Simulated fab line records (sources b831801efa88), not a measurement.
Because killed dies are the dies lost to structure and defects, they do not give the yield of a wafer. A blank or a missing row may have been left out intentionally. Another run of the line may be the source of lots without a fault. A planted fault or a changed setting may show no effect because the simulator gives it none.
fab line records || flow gf180mcu || part 2 of 2: steps 28 to 37 of 37
record: {"lots": 5, "wafers": 15, "last-day": 34}
route steps=602 shown V1@345 M2@362
lots that met no fault: from a run of the same line without faults
start-h: hours from the record's first day to the start of the lot's first wafer shown || wait-h: how many hours have passed since the lot's step before this one || " as in the row above || L1.1+2: a row that stands for several wafers || - no value present, or no start provided || * or withheld: withheld || < > ~ a bound
route shown NAME@n: names a module that has steps shown in the file, with the first one's number in the route || usual: mean/standard deviation of fault-free wafers || same: alike in all rows || chamber/n: place in a boat || sites: per-site readings || _std_site: their standard deviation || _edge_site: outer sites' mean less inner sites' || radius-mm: how far each site lies from the wafer's centre || mask NAME#n: copy n || behind: the tool/chamber that last shaped the wafer || hold: why the lot went on hold/how many hours it stayed there/how the hold came to an end || device: whichever transistor did not switch (one of n, p or np) || end of line: tests run on the same wafers once the route is complete || where a step has no rows: the recipe by itself || killed: dies lost to structure and defects at the first sort, not the wafer's yield || map: the dies of a wafer, with x for killed, . for not killed, _ for no die there
set.NAME: the setting the step ran with; set.NAME@STEP: the setting that earlier step ran with || model.NAME: the simulator's own value behind a step, which no gauge read
lots at some steps of the route; a table a step, a row a wafer
services: when a tool's chamber went out of use (start-h, in hours from the record's first day, below 0 if earlier), for how many hours, and the reason
== steps ==
step: GF_M2_SOFTBAKE_10
recipe: {"temp-c": 130, "time-s": 60, "resist": "KrF"}
usual: {"plate-temp-C": "130.04/0.12"}
{"lot.wafer": "L074.1", "tool": "litho-track-04", "chamber": 0, "start-h": 440.81, "wait-h": 0.1, "plate-temp-C": 130.15}
{"lot.wafer": "L074.2", "tool": "litho-track-04", "chamber": 0, "start-h": 440.81, "wait-h": 0.1, "plate-temp-C": 129.97}
{"lot.wafer": "L074.5", "tool": "litho-track-04", "chamber": 0, "start-h": 440.81, "wait-h": 0.1, "plate-temp-C": 130.08}
{"lot.wafer": "L078.2", "tool": "litho-track-04", "chamber": 0, "start-h": 466.63, "wait-h": 0.1, "plate-temp-C": 130.09}
{"lot.wafer": "L078.3", "tool": "litho-track-04", "chamber": 0, "start-h": 466.63, "wait-h": 0.1, "plate-temp-C": 130.22}
{"lot.wafer": "L078.5", "tool": "litho-track-04", "chamber": 0, "start-h": 466.63, "wait-h": 0.1, "plate-temp-C": 130.13}
{"lot.wafer": "L083.4", "tool": "litho-track-04", "chamber": 0, "start-h": 521.58, "wait-h": 0.1, "plate-temp-C": 130.34}
{"lot.wafer": "L083.5", "tool": "litho-track-04", "chamber": 0, "start-h": 521.58, "wait-h": 0.1, "plate-temp-C": 129.81}
{"lot.wafer": "L083.6", "tool": "litho-track-04", "chamber": 0, "start-h": 521.58, "wait-h": 0.1, "plate-temp-C": 130.14}
{"lot.wafer": "L089.1", "tool": "litho-track-04", "chamber": 0, "start-h": 557.66, "wait-h": 0.1, "plate-temp-C": 130.09}
{"lot.wafer": "L089.3", "tool": "litho-track-04", "chamber": 0, "start-h": 557.66, "wait-h": 0.1, "plate-temp-C": 130.05}
{"lot.wafer": "L089.6", "tool": "litho-track-04", "chamber": 0, "start-h": 557.66, "wait-h": 0.1, "plate-temp-C": 130.06}
{"lot.wafer": "L094.3", "tool": "litho-track-02", "chamber": 0, "start-h": 595.82, "wait-h": 0.1, "plate-temp-C": 130.12}
{"lot.wafer": "L094.5", "tool": "litho-track-02", "chamber": 0, "start-h": 595.82, "wait-h": 0.1, "plate-temp-C": 130.04}
{"lot.wafer": "L094.6", "tool": "litho-track-02", "chamber": 0, "start-h": 595.82, "wait-h": 0.1, "plate-temp-C": 130.15}
step: GF_M2_EXPOSE_11
recipe: {"mask-id": "Metal2", "target-cd-nm": 280, "na": 0.68, "source-shape": "conventional", "sigma-outer": 0.6, "dose-mj": 28}
{"lot.wafer": "L074.1+2+5", "tool": "krf-scanner-02", "chamber": 0, "start-h": "-", "wait-h": "-", "mask": "Metal2#0"}
{"lot.wafer": "L078.2+3+5", "tool": "krf-scanner-02", "chamber": 0, "start-h": "-", "wait-h": "-", "mask": "Metal2#0"}
{"lot.wafer": "L083.4+5+6", "tool": "krf-scanner-02", "chamber": 0, "start-h": "-", "wait-h": "-", "mask": "Metal2#0"}
{"lot.wafer": "L089.1+3+6", "tool": "krf-scanner-01", "chamber": 0, "start-h": "-", "wait-h": "-", "mask": "Metal2#0"}
{"lot.wafer": "L094.3+5+6", "tool": "krf-scanner-01", "chamber": 0, "start-h": "-", "wait-h": "-", "mask": "Metal2#0"}
step: GF_M2_PEB_12
recipe: {"peb-temp-c": 135, "peb-time-s": 90, "resist": "KrF"}
usual: {"plate-temp-C": "134.96/0.14"}
{"lot.wafer": "L074.1", "tool": "litho-track-04", "chamber": 0, "start-h": "-", "wait-h": "-", "plate-temp-C": 134.82}
{"lot.wafer": "L074.2", "tool": "litho-track-04", "chamber": 0, "start-h": "-", "wait-h": "-", "plate-temp-C": 134.63}
{"lot.wafer": "L074.5", "tool": "litho-track-04", "chamber": 0, "start-h": "-", "wait-h": "-", "plate-temp-C": 134.69}
{"lot.wafer": "L078.2", "tool": "litho-track-04", "chamber": 0, "start-h": "-", "wait-h": "-", "plate-temp-C": 135.30}
{"lot.wafer": "L078.3", "tool": "litho-track-04", "chamber": 0, "start-h": "-", "wait-h": "-", "plate-temp-C": 134.95}
{"lot.wafer": "L078.5", "tool": "litho-track-04", "chamber": 0, "start-h": "-", "wait-h": "-", "plate-temp-C": 135.00}
{"lot.wafer": "L083.4", "tool": "litho-track-02", "chamber": 0, "start-h": "-", "wait-h": "-", "plate-temp-C": 134.92}
{"lot.wafer": "L083.5", "tool": "litho-track-02", "chamber": 0, "start-h": "-", "wait-h": "-", "plate-temp-C": 135.08}
{"lot.wafer": "L083.6", "tool": "litho-track-02", "chamber": 0, "start-h": "-", "wait-h": "-", "plate-temp-C": 134.97}
{"lot.wafer": "L089.1", "tool": "litho-track-04", "chamber": 0, "start-h": "-", "wait-h": "-", "plate-temp-C": 134.89}
{"lot.wafer": "L089.3", "tool": "litho-track-04", "chamber": 0, "start-h": "-", "wait-h": "-", "plate-temp-C": 134.75}
{"lot.wafer": "L089.6", "tool": "litho-track-04", "chamber": 0, "start-h": "-", "wait-h": "-", "plate-temp-C": 134.95}
{"lot.wafer": "L094.3", "tool": "litho-track-02", "chamber": 0, "start-h": "-", "wait-h": "-", "plate-temp-C": 134.74}
{"lot.wafer": "L094.5", "tool": "litho-track-02", "chamber": 0, "start-h": "-", "wait-h": "-", "plate-temp-C": 134.89}
{"lot.wafer": "L094.6", "tool": "litho-track-02", "chamber": 0, "start-h": "-", "wait-h": "-", "plate-temp-C": 134.92}
step: GF_M2_DEVELOP_13
recipe: {"develop-time-s": 60, "dev-temp-c": 21}
{"lot.wafer": "L074.1+2+5", "tool": "litho-track-04", "chamber": 0, "start-h": 453.56, "wait-h": 0.2}
{"lot.wafer": "L078.2+3+5", "tool": "litho-track-04", "chamber": 0, "start-h": 478.43, "wait-h": 0.2}
{"lot.wafer": "L083.4+5+6", "tool": "litho-track-02", "chamber": 0, "start-h": 533.40, "wait-h": 0.1}
{"lot.wafer": "L089.1+3+6", "tool": "litho-track-04", "chamber": 0, "start-h": 568.06, "wait-h": 0.2}
{"lot.wafer": "L094.3+5+6", "tool": "litho-track-02", "chamber": 0, "start-h": 606.17, "wait-h": 0.1}
step: GF_M2_CD_MEAS_14
recipe: {"target-cd-nm": 280}
usual: {"cd-nm": "279.5/1.1"}
{"lot.wafer": "L074.1", "tool": "cd-sem-02", "chamber": "-", "start-h": 453.80, "wait-h": 0.2, "cd-nm": 278.2}
{"lot.wafer": "L074.2", "tool": "cd-sem-02", "chamber": "-", "start-h": 453.80, "wait-h": 0.2, "cd-nm": 278.7}
{"lot.wafer": "L074.5", "tool": "cd-sem-02", "chamber": "-", "start-h": 453.80, "wait-h": 0.2, "cd-nm": 278.0}
{"lot.wafer": "L078.2", "tool": "cd-sem-01", "chamber": "-", "start-h": 478.58, "wait-h": 0.1, "cd-nm": 278.1}
{"lot.wafer": "L078.3", "tool": "cd-sem-01", "chamber": "-", "start-h": 478.58, "wait-h": 0.1, "cd-nm": 278.4}
{"lot.wafer": "L078.5", "tool": "cd-sem-01", "chamber": "-", "start-h": 478.58, "wait-h": 0.1, "cd-nm": 279.3}
{"lot.wafer": "L083.4", "tool": "cd-sem-01", "chamber": "-", "start-h": 533.54, "wait-h": 0.1, "cd-nm": 279.5}
{"lot.wafer": "L083.5", "tool": "cd-sem-01", "chamber": "-", "start-h": 533.54, "wait-h": 0.1, "cd-nm": 279.3}
{"lot.wafer": "L083.6", "tool": "cd-sem-01", "chamber": "-", "start-h": 533.54, "wait-h": 0.1, "cd-nm": 279.0}
{"lot.wafer": "L089.1", "tool": "cd-sem-02", "chamber": "-", "start-h": 568.21, "wait-h": 0.1, "cd-nm": 278.9}
{"lot.wafer": "L089.3", "tool": "cd-sem-02", "chamber": "-", "start-h": 568.21, "wait-h": 0.1, "cd-nm": 280.4}
{"lot.wafer": "L089.6", "tool": "cd-sem-02", "chamber": "-", "start-h": 568.21, "wait-h": 0.1, "cd-nm": 278.8}
{"lot.wafer": "L094.3", "tool": "cd-sem-01", "chamber": "-", "start-h": 606.31, "wait-h": 0.1, "cd-nm": 280.7}
{"lot.wafer": "L094.5", "tool": "cd-sem-01", "chamber": "-", "start-h": 606.31, "wait-h": 0.1, "cd-nm": 280.3}
{"lot.wafer": "L094.6", "tool": "cd-sem-01", "chamber": "-", "start-h": 606.31, "wait-h": 0.1, "cd-nm": 282.1}
step: GF_M2_OVL_MEAS_15
usual: {"M2_OVL": "-1/4.6"}
{"lot.wafer": "L074.1", "tool": "overlay-02", "chamber": "-", "start-h": 453.92, "wait-h": 0.1, "M2_OVL[nm]": -5}
{"lot.wafer": "L074.2", "tool": "overlay-02", "chamber": "-", "start-h": 453.92, "wait-h": 0.1, "M2_OVL[nm]": -4}
{"lot.wafer": "L074.5", "tool": "overlay-02", "chamber": "-", "start-h": 453.92, "wait-h": 0.1, "M2_OVL[nm]": -5}
{"lot.wafer": "L078.2", "tool": "overlay-02", "chamber": "-", "start-h": 478.69, "wait-h": 0.1, "M2_OVL[nm]": -2}
{"lot.wafer": "L078.3", "tool": "overlay-02", "chamber": "-", "start-h": 478.69, "wait-h": 0.1, "M2_OVL[nm]": 0}
{"lot.wafer": "L078.5", "tool": "overlay-02", "chamber": "-", "start-h": 478.69, "wait-h": 0.1, "M2_OVL[nm]": -1}
{"lot.wafer": "L083.4", "tool": "overlay-01", "chamber": "-", "start-h": 533.61, "wait-h": 0.1, "M2_OVL[nm]": 3}
{"lot.wafer": "L083.5", "tool": "overlay-01", "chamber": "-", "start-h": 533.61, "wait-h": 0.1, "M2_OVL[nm]": -3}
{"lot.wafer": "L083.6", "tool": "overlay-01", "chamber": "-", "start-h": 533.61, "wait-h": 0.1, "M2_OVL[nm]": -2}
{"lot.wafer": "L089.1", "tool": "overlay-01", "chamber": "-", "start-h": 568.33, "wait-h": 0.1, "M2_OVL[nm]": 0}
{"lot.wafer": "L089.3", "tool": "overlay-01", "chamber": "-", "start-h": 568.33, "wait-h": 0.1, "M2_OVL[nm]": 5}
{"lot.wafer": "L089.6", "tool": "overlay-01", "chamber": "-", "start-h": 568.33, "wait-h": 0.1, "M2_OVL[nm]": -4}
{"lot.wafer": "L094.3", "tool": "overlay-01", "chamber": "-", "start-h": 606.41, "wait-h": 0.1, "M2_OVL[nm]": -2}
{"lot.wafer": "L094.5", "tool": "overlay-01", "chamber": "-", "start-h": 606.41, "wait-h": 0.1, "M2_OVL[nm]": -6}
{"lot.wafer": "L094.6", "tool": "overlay-01", "chamber": "-", "start-h": 606.41, "wait-h": 0.1, "M2_OVL[nm]": -3}
step: GF_M2_METAL_ETCH_16
recipe: {"chemistry": "Cl2/BCl3", "mask-material": "KrF", "target-depth-nm": 750.8, "stop-on": "SiO2", "pressure-mtorr": 8, "icp-w": 800, "bias-w": 140, "Cl2_flow_sccm": 80, "bcl3-flow-sccm": 40, "time-s": 125.1}
usual: {"bcl3-flow-sccm": "40.00/0.12", "drypump-motor-current-A": "5.9/0.46", "oes-product-au": "0.992/0.0062", "throttle-valve-pct": "28.228/0.0087"}
{"lot.wafer": "L074.1", "tool": "rie-metal-01", "chamber": 0, "start-h": 453.95, "wait-h": 0.0, "bcl3-flow-sccm": 39.86, "drypump-motor-current-A": 6.2, "oes-product-au": 0.993, "rf-hours-counter-h": 4, "throttle-valve-pct": 28.222}
{"lot.wafer": "L074.2", "tool": "rie-metal-01", "chamber": 1, "start-h": 453.95, "wait-h": 0.0, "bcl3-flow-sccm": 40.10, "drypump-motor-current-A": 5.5, "oes-product-au": 0.998, "rf-hours-counter-h": 13, "throttle-valve-pct": 28.212}
{"lot.wafer": "L074.5", "tool": "rie-metal-01", "chamber": 1, "start-h": 453.95, "wait-h": 0.0, "bcl3-flow-sccm": 39.89, "drypump-motor-current-A": 5.6, "oes-product-au": 0.993, "rf-hours-counter-h": "-", "throttle-valve-pct": 28.233}
{"lot.wafer": "L078.2", "tool": "rie-metal-04", "chamber": 1, "start-h": 478.72, "wait-h": 0.0, "bcl3-flow-sccm": 39.98, "drypump-motor-current-A": 5.4, "oes-product-au": 0.990, "rf-hours-counter-h": 0, "throttle-valve-pct": 28.239}
{"lot.wafer": "L078.3", "tool": "rie-metal-04", "chamber": 1, "start-h": 478.72, "wait-h": 0.0, "bcl3-flow-sccm": 39.91, "drypump-motor-current-A": 5.4, "oes-product-au": 0.982, "rf-hours-counter-h": "-", "throttle-valve-pct": 28.236}
{"lot.wafer": "L078.5", "tool": "rie-metal-04", "chamber": 0, "start-h": 478.72, "wait-h": 0.0, "bcl3-flow-sccm": 40.02, "drypump-motor-current-A": 5.6, "oes-product-au": 0.997, "rf-hours-counter-h": "-", "throttle-valve-pct": 28.214}
{"lot.wafer": "L083.4", "tool": "rie-metal-01", "chamber": 1, "start-h": 533.67, "wait-h": 0.1, "bcl3-flow-sccm": 40.15, "drypump-motor-current-A": 5.6, "oes-product-au": 0.990, "rf-hours-counter-h": "-", "throttle-valve-pct": 28.225}
{"lot.wafer": "L083.5", "tool": "rie-metal-01", "chamber": 0, "start-h": 533.67, "wait-h": 0.1, "bcl3-flow-sccm": 40.14, "drypump-motor-current-A": 6.2, "oes-product-au": 0.990, "rf-hours-counter-h": "-", "throttle-valve-pct": 28.226}
{"lot.wafer": "L083.6", "tool": "rie-metal-01", "chamber": 1, "start-h": 533.67, "wait-h": 0.1, "bcl3-flow-sccm": 40.08, "drypump-motor-current-A": 5.6, "oes-product-au": 0.985, "rf-hours-counter-h": "-", "throttle-valve-pct": 28.227}
{"lot.wafer": "L089.1", "tool": "rie-metal-01", "chamber": 0, "start-h": 568.37, "wait-h": 0.0, "bcl3-flow-sccm": 40.02, "drypump-motor-current-A": 6.2, "oes-product-au": 0.991, "rf-hours-counter-h": 7, "throttle-valve-pct": 28.219}
{"lot.wafer": "L089.3", "tool": "rie-metal-01", "chamber": 1, "start-h": 568.37, "wait-h": 0.0, "bcl3-flow-sccm": 39.87, "drypump-motor-current-A": 5.6, "oes-product-au": 0.995, "rf-hours-counter-h": "-", "throttle-valve-pct": 28.224}
{"lot.wafer": "L089.6", "tool": "rie-metal-01", "chamber": 0, "start-h": 568.37, "wait-h": 0.0, "bcl3-flow-sccm": 39.75, "drypump-motor-current-A": 6.2, "oes-product-au": 0.990, "rf-hours-counter-h": "-", "throttle-valve-pct": 28.234}
{"lot.wafer": "L094.3", "tool": "rie-metal-02", "chamber": 0, "start-h": 606.52, "wait-h": 0.1, "bcl3-flow-sccm": 40.17, "drypump-motor-current-A": 6.4, "oes-product-au": 0.983, "rf-hours-counter-h": "-", "throttle-valve-pct": 28.227}
{"lot.wafer": "L094.5", "tool": "rie-metal-02", "chamber": 0, "start-h": 606.52, "wait-h": 0.1, "bcl3-flow-sccm": 40.09, "drypump-motor-current-A": 6.4, "oes-product-au": 0.988, "rf-hours-counter-h": "-", "throttle-valve-pct": 28.233}
{"lot.wafer": "L094.6", "tool": "rie-metal-02", "chamber": 0, "start-h": 606.52, "wait-h": 0.1, "bcl3-flow-sccm": 40.06, "drypump-motor-current-A": 6.4, "oes-product-au": 0.989, "rf-hours-counter-h": "-", "throttle-valve-pct": 28.231}
step: GF_M2_STRIP_17
recipe: {"chemistry": "O2/N2", "power-w": 1400, "pressure-mtorr": 1500, "platen-temp-c": 250, "o2-flow-sccm": 3000, "n2-flow-sccm": 300, "overash-fraction": 0.5}
usual: {"drypump-motor-current-A": "5.6/0.64", "heater-power-w": "334/15", "oes-product-au": "0.537/0.0049", "platen-temp-c": "249.97/0.18", "strip-time-to-endpoint-s": "7.37/0.052"}
{"lot.wafer": "L074.1", "tool": "plasma-asher-04", "chamber": 1, "start-h": 454.08, "wait-h": 0.1, "drypump-motor-current-A": 6.5, "heater-power-w": 328, "oes-product-au": 0.530, "platen-temp-c": 249.89, "rf-hours-counter-h": 2, "strip-time-to-endpoint-s": 7.32}
{"lot.wafer": "L074.2", "tool": "plasma-asher-04", "chamber": 0, "start-h": 454.08, "wait-h": 0.1, "drypump-motor-current-A": 5.5, "heater-power-w": 328, "oes-product-au": 0.534, "platen-temp-c": 249.96, "rf-hours-counter-h": 2, "strip-time-to-endpoint-s": 7.33}
{"lot.wafer": "L074.5", "tool": "plasma-asher-04", "chamber": 0, "start-h": 454.08, "wait-h": 0.1, "drypump-motor-current-A": 5.5, "heater-power-w": 322, "oes-product-au": 0.529, "platen-temp-c": 250.07, "rf-hours-counter-h": "-", "strip-time-to-endpoint-s": 7.32}
{"lot.wafer": "L078.2", "tool": "plasma-asher-02", "chamber": 1, "start-h": 478.84, "wait-h": 0.1, "drypump-motor-current-A": 4.6, "heater-power-w": 348, "oes-product-au": 0.542, "platen-temp-c": 249.83, "rf-hours-counter-h": 84, "strip-time-to-endpoint-s": 7.38}
{"lot.wafer": "L078.3", "tool": "plasma-asher-02", "chamber": 0, "start-h": 478.84, "wait-h": 0.1, "drypump-motor-current-A": 5.1, "heater-power-w": 359, "oes-product-au": 0.534, "platen-temp-c": 250.12, "rf-hours-counter-h": "-", "strip-time-to-endpoint-s": 7.46}
{"lot.wafer": "L078.5", "tool": "plasma-asher-02", "chamber": 1, "start-h": 478.84, "wait-h": 0.1, "drypump-motor-current-A": 4.6, "heater-power-w": 359, "oes-product-au": 0.535, "platen-temp-c": 249.73, "rf-hours-counter-h": "-", "strip-time-to-endpoint-s": 7.30}
{"lot.wafer": "L083.4", "tool": "plasma-asher-02", "chamber": 0, "start-h": 533.79, "wait-h": 0.1, "drypump-motor-current-A": 5.1, "heater-power-w": 359, "oes-product-au": 0.532, "platen-temp-c": 249.95, "rf-hours-counter-h": "-", "strip-time-to-endpoint-s": 7.35}
{"lot.wafer": "L083.5", "tool": "plasma-asher-02", "chamber": 0, "start-h": 533.79, "wait-h": 0.1, "drypump-motor-current-A": 5.1, "heater-power-w": 351, "oes-product-au": 0.538, "platen-temp-c": 250.21, "rf-hours-counter-h": "-", "strip-time-to-endpoint-s": 7.32}
{"lot.wafer": "L083.6", "tool": "plasma-asher-02", "chamber": 1, "start-h": 533.79, "wait-h": 0.1, "drypump-motor-current-A": 4.7, "heater-power-w": 357, "oes-product-au": 0.535, "platen-temp-c": 250.12, "rf-hours-counter-h": "-", "strip-time-to-endpoint-s": 7.35}
{"lot.wafer": "L089.1", "tool": "plasma-asher-02", "chamber": 0, "start-h": 568.49, "wait-h": 0.1, "drypump-motor-current-A": 5.1, "heater-power-w": 352, "oes-product-au": 0.536, "platen-temp-c": 250.20, "rf-hours-counter-h": 93, "strip-time-to-endpoint-s": 7.32}
{"lot.wafer": "L089.3", "tool": "plasma-asher-02", "chamber": 1, "start-h": 568.49, "wait-h": 0.1, "drypump-motor-current-A": 4.7, "heater-power-w": 344, "oes-product-au": 0.537, "platen-temp-c": 250.11, "rf-hours-counter-h": "-", "strip-time-to-endpoint-s": 7.33}
{"lot.wafer": "L089.6", "tool": "plasma-asher-02", "chamber": 1, "start-h": 568.49, "wait-h": 0.1, "drypump-motor-current-A": 4.6, "heater-power-w": 348, "oes-product-au": 0.536, "platen-temp-c": 250.13, "rf-hours-counter-h": "-", "strip-time-to-endpoint-s": 7.34}
{"lot.wafer": "L094.3", "tool": "plasma-asher-03", "chamber": 1, "start-h": 606.72, "wait-h": 0.2, "drypump-motor-current-A": 5.5, "heater-power-w": 323, "oes-product-au": 0.539, "platen-temp-c": 249.94, "rf-hours-counter-h": "-", "strip-time-to-endpoint-s": 7.40}
{"lot.wafer": "L094.5", "tool": "plasma-asher-03", "chamber": 0, "start-h": 606.72, "wait-h": 0.2, "drypump-motor-current-A": 6.2, "heater-power-w": 309, "oes-product-au": 0.540, "platen-temp-c": 249.92, "rf-hours-counter-h": "-", "strip-time-to-endpoint-s": 7.44}
{"lot.wafer": "L094.6", "tool": "plasma-asher-03", "chamber": 1, "start-h": 606.72, "wait-h": 0.2, "drypump-motor-current-A": 5.5, "heater-power-w": 328, "oes-product-au": 0.545, "platen-temp-c": 249.74, "rf-hours-counter-h": "-", "strip-time-to-endpoint-s": 7.46}
step: GF_M2_STRIP_18
recipe: {"chemistry": "post-etch-residue-remover", "time-s": 1200, "temp-c": 72.5}
{"lot.wafer": "L074.1+2+5", "tool": "wet-bench-01", "chamber": 1, "start-h": 454.18, "wait-h": 0.1}
{"lot.wafer": "L078.2+3+5", "tool": "wet-bench-03", "chamber": 1, "start-h": 478.94, "wait-h": 0.1}
{"lot.wafer": "L083.4+5+6", "tool": "wet-bench-03", "chamber": 2, "start-h": 533.86, "wait-h": 0.0}
{"lot.wafer": "L089.1+3+6", "tool": "wet-bench-02", "chamber": 1, "start-h": 568.59, "wait-h": 0.1}
{"lot.wafer": "L094.3+5+6", "tool": "wet-bench-01", "chamber": 0, "start-h": 606.79, "wait-h": 0.0}
step: GF_M2_CLEAN_19
recipe: {"chemistry": "DIW", "dry": "n2-spin"}
{"lot.wafer": "L074.1+2+5", "tool": "wet-bench-02", "chamber": 3, "start-h": 454.52, "wait-h": 0.0}
{"lot.wafer": "L078.2+3+5", "tool": "wet-bench-02", "chamber": 0, "start-h": 479.29, "wait-h": 0.0}
{"lot.wafer": "L083.4+5+6", "tool": "wet-bench-02", "chamber": 0, "start-h": 534.20, "wait-h": 0.0}
{"lot.wafer": "L089.1+3+6", "tool": "wet-bench-03", "chamber": 3, "start-h": 568.94, "wait-h": 0.0}
{"lot.wafer": "L094.3+5+6", "tool": "wet-bench-03", "chamber": 1, "start-h": 607.16, "wait-h": 0.0}
== services ==
{"tool": "krf-scanner-02", "chamber": "-", "start-h": 395.29, "hours": 0.4, "kind": "repair"}
{"tool": "cmp-02", "chamber": "-", "start-h": 400.09, "hours": 9.4, "kind": "pm"}
{"tool": "plasma-asher-04", "chamber": "-", "start-h": 403.24, "hours": 0.7, "kind": "repair"}
{"tool": "rie-diel-01", "chamber": 3, "start-h": 409.77, "hours": 2.7, "kind": "repair"}
{"tool": "krf-scanner-02", "chamber": "-", "start-h": 414.63, "hours": 0.5, "kind": "repair"}
{"tool": "plasma-asher-04", "chamber": "-", "start-h": 421.25, "hours": 9.0, "kind": "pm"}
{"tool": "cmp-02", "chamber": "-", "start-h": 421.93, "hours": 0.3, "kind": "repair"}
{"tool": "krf-scanner-01", "chamber": "-", "start-h": 422.92, "hours": 1.3, "kind": "pm"}
{"tool": "pvd-sputter-03", "chamber": "-", "start-h": 443.05, "hours": 3.8, "kind": "repair"}
{"tool": "rie-diel-01", "chamber": 3, "start-h": 449.09, "hours": 1.6, "kind": "repair"}
{"tool": "krf-scanner-02", "chamber": "-", "start-h": 470.54, "hours": 1.0, "kind": "pm"}
{"tool": "rie-diel-04", "chamber": "-", "start-h": 473.09, "hours": 0.5, "kind": "repair"}
{"tool": "pvd-sputter-03", "chamber": "-", "start-h": 479.00, "hours": 2.3, "kind": "repair"}
{"tool": "krf-scanner-02", "chamber": "-", "start-h": 504.61, "hours": 0.8, "kind": "pm"}
{"tool": "pvd-sputter-02", "chamber": "-", "start-h": 509.83, "hours": 4.9, "kind": "repair"}
{"tool": "rie-diel-04", "chamber": 0, "start-h": 515.79, "hours": 2.4, "kind": "repair"}
{"tool": "pvd-sputter-02", "chamber": "-", "start-h": 516.48, "hours": 3.0, "kind": "repair"}
{"tool": "pvd-sputter-03", "chamber": "-", "start-h": 524.22, "hours": 0.6, "kind": "repair"}
{"tool": "krf-scanner-02", "chamber": "-", "start-h": 534.63, "hours": 1.3, "kind": "pm"}
{"tool": "wet-bench-01", "chamber": "-", "start-h": 541.79, "hours": 4.4, "kind": "pm"}
{"tool": "rie-diel-04", "chamber": 1, "start-h": 566.66, "hours": 8.3, "kind": "repair"}
{"tool": "pvd-sputter-02", "chamber": "-", "start-h": 586.00, "hours": 38.3, "kind": "repair"}
{"tool": "rie-diel-04", "chamber": 3, "start-h": 589.43, "hours": 5.4, "kind": "repair"}
{"tool": "wet-bench-02", "chamber": "-", "start-h": 602.89, "hours": 4.4, "kind": "pm"}
